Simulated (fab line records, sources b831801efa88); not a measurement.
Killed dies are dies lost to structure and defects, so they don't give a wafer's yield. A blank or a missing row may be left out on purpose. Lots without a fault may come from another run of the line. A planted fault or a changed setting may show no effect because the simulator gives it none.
Which tool did it? | flow sky130 | 11 lots, 33 wafers sampled, at 6 steps of a route of 708

WHAT THE GAUGES READ, wafer by wafer
SKY_FIELD_ISO_THK_MEAS_25. Usual: FIELD_ISO_CVD_24_THK 598 nm, standard deviation 6.7.
lot  | measured    | on            | FIELD_ISO_CVD_24_THK (nm) | flag
L935 | day 2 13:22 | film_metro-02 | 588 593 599               |
L937 | day 2 23:08 | film_metro-02 | 596 590 586               |
L939 | day 3 10:19 | film_metro-01 | 596 597 598               |
L941 | day 4 00:20 | film_metro-01 | 594 595 590               |
L942 | day 4 08:40 | film_metro-02 | 593 594 599               |
L943 | day 4 08:46 | film_metro-01 | 604 595 589               |
L944 | day 4 17:08 | film_metro-03 | 596 597 598               |
L946 | day 4 22:24 | film_metro-01 | 606 592 591               |
L948 | day 5 12:23 | film_metro-03 | 608 607 605               |
L955 | day 6 20:20 | film_metro-02 | 607 599 605               |
L957 | day 7 07:21 | film_metro-03 | 586 596 592               |

SKY_PWDE_TW_MEAS_10. Usual: PWDE_TW 373.0, standard deviation 3.
lot  | measured    | on            | PWDE_TW           | flag
L935 | day 4 05:38 | film_metro-01 | 376.4 376.1 375.0 |
L937 | day 4 16:05 | film_metro-02 | 372.4 371.1 372.2 |
L939 | day 4 23:28 | film_metro-04 | 376.0 376.2 377.0 |
L941 | day 5 23:49 | film_metro-04 | 374.5 376.2 376.4 |
L942 | day 6 10:28 | film_metro-02 | 372.8 371.7 371.0 |
L943 | day 6 10:51 | film_metro-02 | 369.0 370.7 370.9 |
L944 | day 6 19:34 | film_metro-01 | 371.4 372.0 372.2 |
L946 | day 6 20:34 | film_metro-01 | 375.2 375.0 373.8 |
L948 | day 7 13:10 | film_metro-04 | 368.3 369.3 368.5 |
L955 | day 8 20:22 | film_metro-01 | 402.7 402.4 401.6 | OFF
L957 | day 9 05:20 | film_metro-04 | 401.3 400.4 401.5 | OFF

SKY_NWELL_OVL_MEAS_10. Usual: NWELL_00_OVL -0.3 nm, standard deviation 1.4.
lot  | measured     | on         | NWELL_00_OVL (nm) | flag
L935 | day 4 21:13  | overlay-01 | -2.9 -1.5 -3.8    |
L937 | day 5 08:10  | overlay-01 | 1.0 0.6 0.8       |
L939 | day 5 15:31  | overlay-02 | 2.6 0.8 1.2       |
L941 | day 6 17:10  | overlay-02 | 0.6 -0.5 -0.2     |
L942 | day 7 04:07  | overlay-01 | 0.7 1.5 3.0       |
L943 | day 7 05:08  | overlay-01 | -1.6 -0.8 -0.2    |
L944 | day 7 15:01  | overlay-01 | 1.8 -0.1 2.7      |
L946 | day 7 16:19  | overlay-02 | 1.4 -0.4 1.8      |
L948 | day 8 09:07  | overlay-01 | 0.6 -0.2 -1.2     |
L955 | day 9 17:22  | overlay-01 | 0.6 -0.5 1.8      |
L957 | day 10 02:52 | overlay-01 | 0.7 0.1 -0.9      |

SKY_NWELL_RS_MEAS_31: measures by four-point-probe. Usual: PWDE_RS 5272 ohm/sq, standard deviation 19.
lot  | measured     | on            | PWDE_RS (ohm/sq) | flag
L935 | day 5 14:50  | film_metro-01 | 5247 5249 5236   |
L937 | day 6 02:29  | film_metro-04 | 5262 5238 5258   |
L939 | day 6 10:29  | film_metro-01 | 5270 5292 5272   |
L941 | day 7 12:33  | film_metro-04 | 5266 5271 5271   |
L942 | day 8 01:15  | film_metro-01 | 5240 5266 5260   |
L943 | day 8 02:46  | film_metro-02 | 5281 5273 5266   |
L944 | day 8 12:13  | film_metro-02 | 5300 5278 5274   |
L946 | day 8 13:26  | film_metro-02 | 5241 5267 5289   |
L948 | day 9 06:56  | film_metro-02 | 5298 5289 5300   |
L955 | day 10 16:27 | film_metro-04 | 4468 4457 4456   | OFF
L957 | day 11 02:12 | film_metro-04 | 4433 4439 4452   | OFF

WHICH TOOL RAN EACH LOT (tool, then ch and the chambers of the sampled wafers, then the start)
lot  | SKY_FIELD_ISO_ETCH_17           | SKY_PWDE_IMPLANT_08
L935 | rie_si-02 ch 1,2,3, day 2 10:19 | implanter-02 ch 0, day 4 05:25
L937 | rie_si-01 ch 0,1, day 2 19:19   | implanter-01 ch 0, day 4 15:50
L939 | rie_si-02 ch 1,2, day 3 08:40   | implanter-01 ch 0, day 4 23:13
L941 | rie_si-02 ch 0,2, day 3 20:16   | implanter-01 ch 0, day 5 23:35
L942 | rie_si-02 ch 0,2,3, day 4 01:19 | implanter-02 ch 0, day 6 10:13
L943 | rie_si-01 ch 0,1, day 4 04:04   | implanter-03 ch 0, day 6 10:39
L944 | rie_si-02 ch 0,3, day 4 08:52   | implanter-02 ch 0, day 6 19:20
L946 | rie_si-02 ch 0,1,2, day 4 20:40 | implanter-02 ch 0, day 6 20:19
L948 | rie_si-02 ch 2,3, day 5 05:25   | implanter-01 ch 0, day 7 12:56
L955 | rie_si-01 ch 0,1,3, day 6 16:46 | implanter-01 ch 0, day 8 20:07
L957 | rie_si-01 ch 1,2,3, day 7 05:40 | implanter-01 ch 0, day 9 05:05
- SKY_FIELD_ISO_ETCH_17: etches Si in HBr/Cl2/O2, target depth 342 nm, time 97.7 s.
- SKY_PWDE_IMPLANT_08

WHAT THE TOOLS THEMSELVES READ (means of the sampled wafers that have a number; where no wafer has one, the mark that the record gives instead)
SKY_FIELD_ISO_ETCH_17. Usual: HBr_flow_sccm 150.1 sccm, standard deviation 0.43; drypump_motor_current_A 5.3 A, standard deviation 0.42; oes_product_au 0.998 a.u., standard deviation 0.0093; throttle_valve_pct 25.658 %, standard deviation 0.01.
lot  | tool      | HBr_flow_sccm (sccm) | drypump_motor_current_A (A) | oes_product_au (a.u.) | throttle_valve_pct (%) | flag
L935 | rie_si-02 | 150.3                | 5.4                         | 0.990                 | 25.658                 |
L937 | rie_si-01 | 150.1                | 5.8                         | 0.985                 | 25.672                 |
L939 | rie_si-02 | 150.3                | 5.5                         | 1.004                 | 25.647                 |
L941 | rie_si-02 | 150.3                | 4.9                         | 1.005                 | 25.651                 |
L942 | rie_si-02 | 150.1                | 5.1                         | 0.994                 | 25.662                 |
L943 | rie_si-01 | 150.0                | 5.8                         | 0.999                 | 25.663                 |
L944 | rie_si-02 | 150.5                | 4.9                         | 1.004                 | 25.653                 |
L946 | rie_si-02 | 150.0                | 5.2                         | 0.997                 | 25.647                 |
L948 | rie_si-02 | 149.9                | 5.3                         | 0.998                 | 25.656                 |
L955 | rie_si-01 | 149.6                | 5.6                         | 0.987                 | 25.669                 |
L957 | rie_si-01 | 150.2                | 5.3                         | 1.000                 | 25.651                 |

SKY_PWDE_IMPLANT_08. Usual: dose_ions_cm2 3.6e+12, standard deviation 3.6e+09; faraday_current_uA 20.3, standard deviation 0.4.
lot  | tool         | dose_ions_cm2 | faraday_current_uA | flag
L935 | implanter-02 | 3.6e+12       | 20.3               |
L937 | implanter-01 | 3.6e+12       | 20.3               |
L939 | implanter-01 | 3.6e+12       | 20.7               |
L941 | implanter-01 | 3.6e+12       | 20.2               |
L942 | implanter-02 | 3.6e+12       | 20.3               |
L943 | implanter-03 | 3.6e+12       | 20.7               |
L944 | implanter-02 | 3.6e+12       | 20.4               |
L946 | implanter-02 | 3.6e+12       | 20.3               |
L948 | implanter-01 | 3.6e+12       | 20.4               |
L955 | implanter-01 | 4.5e+12       | 25.4               | OFF
L957 | implanter-01 | 4.5e+12       | 25.3               | OFF

THE ANSWER, worked out from the rows above alone
Rule: a lot is off if the mean of its wafers that have a number lies more than 3 standard deviations from the usual mean. A lot without any number at a reading at which 4 lots or more have one is off too. The other lots that the step has rows for count as sound. The gauges are gone through in route order, then the tools' own readings, and for those a lot's mean is taken as printed above. The first step at which some lot is off is used, and at that step the reading that is off furthest; a lot without a number counts as furthest.
Off: L955, L957, at SKY_PWDE_TW_MEAS_10 (PWDE_TW).
A tool fits if, at a process step before that reading, it ran every lot that is off, and no sound lot after the first of them. The gauges at SKY_PWDE_TW_MEAS_10 aren't tried: what is off there is off at SKY_PWDE_IMPLANT_08 too, on other tools, and a gauge's error can't cause that. Can't be told from this: 2 tools fit, rie_si-01 at SKY_FIELD_ISO_ETCH_17, implanter-01 at SKY_PWDE_IMPLANT_08.

WHAT THE SIMULATOR HAD PUT IN
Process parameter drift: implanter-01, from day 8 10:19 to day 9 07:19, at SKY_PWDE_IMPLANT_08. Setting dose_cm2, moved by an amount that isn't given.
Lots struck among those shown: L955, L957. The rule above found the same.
